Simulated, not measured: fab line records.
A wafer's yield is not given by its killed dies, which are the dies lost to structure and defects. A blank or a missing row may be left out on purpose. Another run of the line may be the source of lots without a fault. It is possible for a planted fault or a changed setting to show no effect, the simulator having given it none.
Which tool did it? ; flow sky130 ; 10 lots with 30 wafers sampled at 5 steps, on a route of 708 steps

WHAT EACH GAUGE READ, for each wafer
SKY_CAPM_RS_MEAS_03: a four-point-probe measurement. Usual: CAPM_TIN_RS typically reads 6.87 ohm/sq, with standard deviation 0.063.
lot;measured;on;CAPM_TIN_RS (ohm/sq);flag
L132;day 37 07:51;filmMetro-02;6.86 6.87 6.82;
L136;day 38 05:44;filmMetro-01;6.74 6.75 6.78;
L139;day 39 04:01;filmMetro-04;6.92 6.90 6.91;
L143;day 40 12:12;filmMetro-01;6.82 6.84 6.92;
L144;day 40 18:22;filmMetro-01;6.79 6.78 6.79;
L145;day 41 07:02;filmMetro-01;6.89 6.89 6.87;
L147;day 41 18:44;filmMetro-01;6.97 6.94 6.94;
L151;day 42 16:43;filmMetro-04;6.96 6.96 6.94;
L152;day 42 20:57;filmMetro-02;6.83 6.79 6.89;
L153;day 43 17:20;filmMetro-02;6.81 6.86 6.87;

SKY_VIA3_RS_MEAS_22: a four-point-probe measurement. Usual: VIA3_W_RS typically reads 0.2937 ohm/sq, with standard deviation 0.0028.
lot;measured;on;VIA3_W_RS (ohm/sq);flag
L132;day 40 15:02;filmMetro-03;0.2960 0.2937 0.2934;
L136;day 41 11:11;filmMetro-03;0.2940 0.2974 0.2939;
L139;day 42 08:05;filmMetro-03;0.2923 0.2898 0.2870;
L143;day 43 14:26;filmMetro-04;0.2929 0.2311 0.2333;OFF
L144;day 43 19:58;filmMetro-04;0.2984 0.2378 0.2962;OFF
L145;day 44 07:19;filmMetro-04;0.2373 0.2978 0.2390;OFF
L147;day 44 19:53;filmMetro-04;0.2920 0.2960 0.2962;
L151;day 45 14:55;filmMetro-04;0.2915 0.2932 0.2950;
L152;day 45 18:31;filmMetro-01;0.2915 0.2929 0.2947;
L153;day 46 13:56;filmMetro-03;0.2960 0.2981 0.2963;

SKY_VIA3_THK_MEAS_23: measures by xrf. Usual: VIA3_W_THK typically reads 391 nm, with standard deviation 4.9.
lot;measured;on;VIA3_W_THK (nm);flag
L132;day 40 15:10;filmMetro-03;389 393 390;
L136;day 41 11:18;filmMetro-03;399 390 396;
L139;day 42 08:11;filmMetro-03;396 399 405;
L143;day 43 14:33;filmMetro-04;390 492 489;OFF
L144;day 43 20:05;filmMetro-04;383 478 385;OFF
L145;day 44 07:26;filmMetro-04;483 384 480;OFF
L147;day 44 20:01;filmMetro-04;392 387 387;
L151;day 45 15:02;filmMetro-04;392 391 389;
L152;day 45 18:38;filmMetro-01;387 387 386;
L153;day 46 14:02;filmMetro-03;389 386 393;

WHAT TOOL EACH LOT RAN ON (gives the tool, then ch and the chambers of the sampled wafers, and finally the start)
lot;SKY_METAL3_DESCUM_15;SKY_VIA3_CVD_21
L132;rieMetal-03 ch 0,1, day 39 11:38;cvdW-02 ch 0,1, day 40 14:55
L136;rieMetal-01 ch 0,1, day 40 07:38;cvdW-02 ch 1, day 41 11:02
L139;rieMetal-03 ch 0,1, day 41 05:59;cvdW-02 ch 0,1, day 42 07:58
L143;rieMetal-01 ch 0, day 42 12:17;cvdW-02 ch 0,1, day 43 14:19
L144;rieMetal-03 ch 1, day 42 18:10;cvdW-02 ch 0,1, day 43 19:50
L145;rieMetal-01 ch 0,1, day 43 06:35;cvdW-02 ch 0,1, day 44 07:11
L147;rieMetal-03 ch 0,1, day 43 18:40;cvdW-01 ch 0, day 44 19:38
L151;rieMetal-01 ch 0,1, day 44 15:04;cvdW-01 ch 0,1, day 45 14:47
L152;rieMetal-04 ch 0,1, day 44 18:47;cvdW-01 ch 0,1, day 45 18:23
L153;rieMetal-01 ch 0,1, day 45 13:58;cvdW-01 ch 0,1, day 46 13:49
- SKY_METAL3_DESCUM_15: chemistry O2, time 8 s.
- SKY_VIA3_CVD_21: deposits W, target thk 390 nm, time 117.31 s.

AS READ BY THE TOOLS THEMSELVES (means over the sampled wafers that have a number; for cases with no such wafer, the mark the record gives instead)
SKY_METAL3_DESCUM_15. Usual: drypumpMotorCurrentA 5.7 A, standard deviation 0.49; oesProductAu 1.000 a.u., standard deviation 0.009.
lot;tool;drypumpMotorCurrentA (A);oesProductAu (a.u.);flag
L132;rieMetal-03;5.6;1.002;
L136;rieMetal-01;6.0;1.012;
L139;rieMetal-03;5.3;0.998;
L143;rieMetal-01;6.3;0.993;
L144;rieMetal-03;5.9;0.996;
L145;rieMetal-01;6.1;1.007;
L147;rieMetal-03;5.3;0.994;
L151;rieMetal-01;6.0;1.002;
L152;rieMetal-04;5.5;0.997;
L153;rieMetal-01;6.0;1.008;

SKY_VIA3_CVD_21. Usual: heaterPowerW reads 885 W (standard deviation 69).
lot;tool;heaterPowerW (W);flag
L132;cvdW-02;932;
L136;cvdW-02;914;
L139;cvdW-02;929;
L143;cvdW-02;935;
L144;cvdW-02;926;
L145;cvdW-02;933;
L147;cvdW-01;888;
L151;cvdW-01;847;
L152;cvdW-01;852;
L153;cvdW-01;810;

THE ANSWER, worked out from the rows above alone
Rule: lot off if the mean of its wafers having a number is beyond 3 standard deviations from the usual mean. Also off: a lot with no number at a reading for which 4 or more lots have one. The other lots that the step has rows for count as sound. Order of review: gauges by route order, followed by the tools' own readings, for which a lot's mean as printed above is used. The first step at which some lot is off is used, and at that step the reading that is off furthest; a lot without a number counts as furthest.
Off: L143, L144, L145, at SKY_VIA3_RS_MEAS_22 (VIA3_W_RS).
A tool fits if, at a process step before that reading, it ran every lot that is off, and no sound lot after the first of them. Those tools and the gauges at SKY_VIA3_RS_MEAS_22 are tried in the same way. One fits: cvdW-02 at SKY_VIA3_CVD_21. A fault onset in the window from L139 (day 42 07:58, its last sound lot) to L143 (day 43 14:19, its first lot off) fits.

WHAT HAD BEEN PUT IN BY THE SIMULATOR
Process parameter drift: cvdW-02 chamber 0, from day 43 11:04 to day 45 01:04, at SKY_VIA3_CVD_21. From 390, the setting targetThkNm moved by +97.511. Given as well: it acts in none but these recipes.
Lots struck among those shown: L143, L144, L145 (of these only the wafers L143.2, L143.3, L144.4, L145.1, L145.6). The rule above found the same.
